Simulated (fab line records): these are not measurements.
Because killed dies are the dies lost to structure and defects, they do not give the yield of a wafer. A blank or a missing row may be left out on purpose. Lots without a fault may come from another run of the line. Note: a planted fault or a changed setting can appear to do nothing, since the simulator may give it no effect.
Struck lot and sound lot, side by side || flow gf180mcu || 35 out of 602 route steps
Sound: these wafers, L312.1, L312.3, L312.6. Struck: wafer L315.3 (left out: L315.1, L315.2 of the same lot, which were not struck); the cause appears at the end.
For every step that has rows: the tool of each side, followed by ch and its chambers, followed by its first start. Under that, the readings that differ: sound wafers || struck wafers || difference of the means || sigmas: that difference in standard deviations of wafers without a fault.
alike: same words and numbers on both sides, and readings whose means sit less than 2 such deviations apart. not compared: any withheld reading, any reading some wafer has no value for, any bound like >300 that may hide the same value, and any number with overlapping values for which the record gives no deviation.
A row with sigmas, a row that says differs or no value, or rows on one side alone: a step with any of these is where the two part. Numbers that have no deviation but don't overlap get no sigmas and don't part them. Lack of a reading on every wafer of one side parts them only where that side has two or more wafers.

first, 1 step without rows for these wafers: GF_M5_DEVELOP_06 (develop time 60 s).
GF_M5_CD_MEAS_07: the cd target is 280 nm.
  struck on cd-sem-01, day 28 16:23; sound on cd-sem-02, day 27 23:50
  alike: cd-nm
GF_M5_OVL_MEAS_08:
  struck on overlay-01, day 28 16:30; sound on overlay-02, day 27 23:58
  alike: M5_OVL
GF_M5_ETCH_09: etches Si3N4 in CF4/O2, target depth 52 nm, time 11.6 s.
  sound on rie-diel-04 ch 0,1,2, day 27 23:59; struck on rie-diel-04 ch 1, day 28 16:32
  alike: drypump-motor-current-A, oes-product-au, throttle-valve-pct
  not compared: rf-hours-counter-h
GF_M5_METAL_ETCH_10: etches the open film in Cl2/BCl3, stops on SiO2, target depth 750.8 nm, time 125.1 s.
  sound on rie-metal-01 ch 0, day 28 00:01; struck on rie-metal-01 ch 1, day 28 16:34
{"reading": "oes-product-au (a.u.)", "sound": "0.991 0.992 0.985", "struck": 1.002, "difference": "+0.013", "sigmas": "+2"}
  alike: drypump-motor-current-A, throttle-valve-pct
  not compared: rf-hours-counter-h
then, 4 steps without rows for these wafers: GF_M5_STRIP_11 (strips in O2/N2); GF_M5_STRIP_12 (strips in post etch residue remover, time 1200 s); GF_M5_CLEAN_13 (cleans in DIW); GF_V5_CVD_00 (deposits SiO2, target thk 300 nm, time 50 s).
GF_V5_THK_MEAS_01:
  struck on film-metro-01, day 28 17:18; sound on film-metro-01, day 28 00:51
  alike: V5_CVD_00_THK
then, 1 step without rows for these wafers: GF_V5_CVD_02 (deposits SiO2 from TEOS, target thk 1450 nm, time 163.28 s).
GF_V5_THK_MEAS_03:
  struck on film-metro-04, day 28 17:28; sound on film-metro-04, day 28 01:01
  alike: V5_CVD_02_THK
GF_V5_CMP_04: polishes SiO2.
  sound on cmp-02 ch 0,3, day 28 01:05; struck on cmp-01 ch 0, day 28 17:32
{"reading": "model.SiO2_of_V5_CVD_02.thk-nm (nm)", "sound": "856 854.8 855.4", "struck": 767.2, "difference": -88.2, "sigmas": ""}
  alike: motor-current-A, retaining-ring-pressure-frac
GF_V5_BOW_MEAS_05:
  struck on film-metro-04, day 28 18:11; sound on film-metro-04, day 28 01:23
  not compared: hold, V5_BOW
then, 7 steps without rows for these wafers: GF_V5_HMDS_07 (prime time 60 s); GF_V5_COAT_08; GF_V5_COAT_09 (resist thk 1000 nm); GF_V5_SOFTBAKE_10 (time 60 s); GF_V5_EXPOSE_11 (exposes mask Via5, target cd 260 nm); GF_V5_PEB_12 (peb time 90 s); GF_V5_DEVELOP_13 (develop time 60 s).
GF_V5_CD_MEAS_14: the cd target is 260 nm.
  struck on cd-sem-01, day 29 12:53; sound on cd-sem-02, day 28 20:56
  alike: cd-nm
GF_V5_OVL_MEAS_15:
  struck on overlay-02, day 29 13:01; sound on overlay-02, day 28 21:03
  alike: V5_OVL
then, 1 step without rows for these wafers: GF_V5_ETCH_16 (etches BARC in N2/H2).
GF_V5_ETCH_17: etches SiO2 in C4F8/O2/Ar, stops on TiN, target depth 855 nm.
  sound on rie-diel-01 ch 0,1,2; struck on rie-diel-01 ch 3
{"reading": "oes-product-au (a.u.)", "sound": "0.855 0.853 0.862", "struck": 0.810, "difference": -0.047, "sigmas": -11}
{"reading": "model.V5.feature-depth-nm (nm)", "sound": "856 854.8 855.4", "struck": 767.2, "difference": -88.2, "sigmas": ""}
{"reading": "model.etch.depth-nm (nm)", "sound": "856 854.8 855.4", "struck": 767.2, "difference": -88.2, "sigmas": ""}
GF_V5_STRIP_18: strips in O2/N2.
  sound on plasma-asher-04 ch 0,1, day 28 21:14; struck on plasma-asher-04 ch 0, day 29 13:11
  alike: drypump-motor-current-A, heater-power-w, oes-product-au
  not compared: rf-hours-counter-h
then, 2 steps without rows for these wafers: GF_V5_STRIP_19 (strips in post etch residue remover, time 1200 s); GF_V5_CLEAN_20 (cleans in DIW).
GF_V5_SPUTTER_21: material Ti, target thk 15 nm, time 80.02 s.
  struck on pvd-sputter-01, day 29 13:44; sound on pvd-sputter-01, day 28 21:48
  alike: chamber-pressure-pa, throttle-valve-pct
then, 1 step without rows for these wafers: GF_V5_SPUTTER_22 (material TiN, target thk 10 nm, time 40 s).
GF_V5_CVD_23: deposits W, target thk 350 nm, time 104.9 s.
  sound on cvd-w-02 ch 0, day 28 21:55; struck on cvd-w-02 ch 1, day 29 13:50
  alike: heater-power-w
GF_V5_RS_MEAS_24: a four-point-probe measurement.
  struck on film-metro-04, day 29 13:57; sound on film-metro-03, day 28 22:01
  alike: V5_W_RS
GF_V5_THK_MEAS_25: measures by xrf.
  struck on film-metro-04, day 29 14:04; sound on film-metro-03, day 28 22:08
  alike: V5_W_THK
GF_V5_CMP_26: polishes, stops on SiO2, t overpolish 15 s, target thk 0 nm.
  sound on cmp-01 ch 0,2,3, day 28 22:18; struck on cmp-01 ch 0, day 29 14:08
{"reading": "model.SiO2_of_V5_CVD_02.thk-nm (nm)", "sound": "852.2 851 851.6", "struck": 763.5, "difference": -88.1, "sigmas": ""}
  alike: motor-current-A, retaining-ring-pressure-frac
then, 1 step without rows for these wafers: GF_TOP_METAL_SPUTTER_00 (material Ti, target thk 37.5 nm, time 150 s).

## WHERE THEY PART
Earliest at GF_M5_METAL_ETCH_10; latest, in this record, at GF_V5_ETCH_17. Later steps at which nothing parts them and some readings are alike: GF_V5_STRIP_18, GF_V5_SPUTTER_21, GF_V5_CVD_23, GF_V5_RS_MEAS_24, GF_V5_THK_MEAS_25, GF_V5_CMP_26.

WHY: what had been put in by the simulator
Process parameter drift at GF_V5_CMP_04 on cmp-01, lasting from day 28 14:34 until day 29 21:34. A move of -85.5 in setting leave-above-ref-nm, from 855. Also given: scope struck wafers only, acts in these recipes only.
